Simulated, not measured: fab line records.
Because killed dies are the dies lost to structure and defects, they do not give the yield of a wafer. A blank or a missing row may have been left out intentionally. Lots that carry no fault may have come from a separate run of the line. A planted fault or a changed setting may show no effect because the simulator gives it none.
Which of the tools did it?    flow gf180mcu    6 lots, 18 wafers sampled, at 2 steps of a route of 602

WHAT THE GAUGES READ, wafer by wafer
GF_V1_CD_MEAS_14 targets a cd of 260 nm.
lot   measured      on         cd_nm (nm)
L678  day 19 01:11  cd_sem-01  260.3 260.4 260.2
L680  day 20 01:45  cd_sem-01  260.3 259.8 259.7
L686  day 22 09:43  cd_sem-02  258.9 257.9 259.2
L691  day 24 00:10  cd_sem-02  258.2 259.4 259.5
L693  day 24 17:19  cd_sem-01  260.5 260.1 261.1
L696  day 25 09:07  cd_sem-02  262.4 261.9 261.4

EACH LOT AND THE TOOL THAT RAN IT (in order: tool; ch and the chambers of the sampled wafers; start)
lot   GF_M1_STRIP_17
L678  plasma_asher-04 ch 0,1, day 17 23:50
L680  plasma_asher-04 ch 0,1, day 18 23:50
L686  plasma_asher-04 ch 0,1, day 21 09:03
L691  plasma_asher-04 ch 0,1, day 23 00:08
L693  plasma_asher-03 ch 0,1, day 23 18:45
L696  plasma_asher-04 ch 0,1, day 24 11:17
- GF_M1_STRIP_17: strips in O2/N2.

THE ANSWER, worked out from the rows above alone
Rule: what is usual is taken from the lots themselves. The widest of any qualifying gaps counts: lots, ordered by their means at a reading, are off when they make up no more than a third of the lots, leave a main group of 4 or more, and stand apart from it by 3 or more times the standard deviation of that group's means. If all means in a main group match to the digits the tables above print for the reading, that group is not used. A lot without any number at a reading at which 4 lots or more have one is off too. The other lots that the step has rows for count as sound.
No lot is off on any of the readings shown, so nothing can be concluded from this.

WHAT THE SIMULATOR HAD PUT IN
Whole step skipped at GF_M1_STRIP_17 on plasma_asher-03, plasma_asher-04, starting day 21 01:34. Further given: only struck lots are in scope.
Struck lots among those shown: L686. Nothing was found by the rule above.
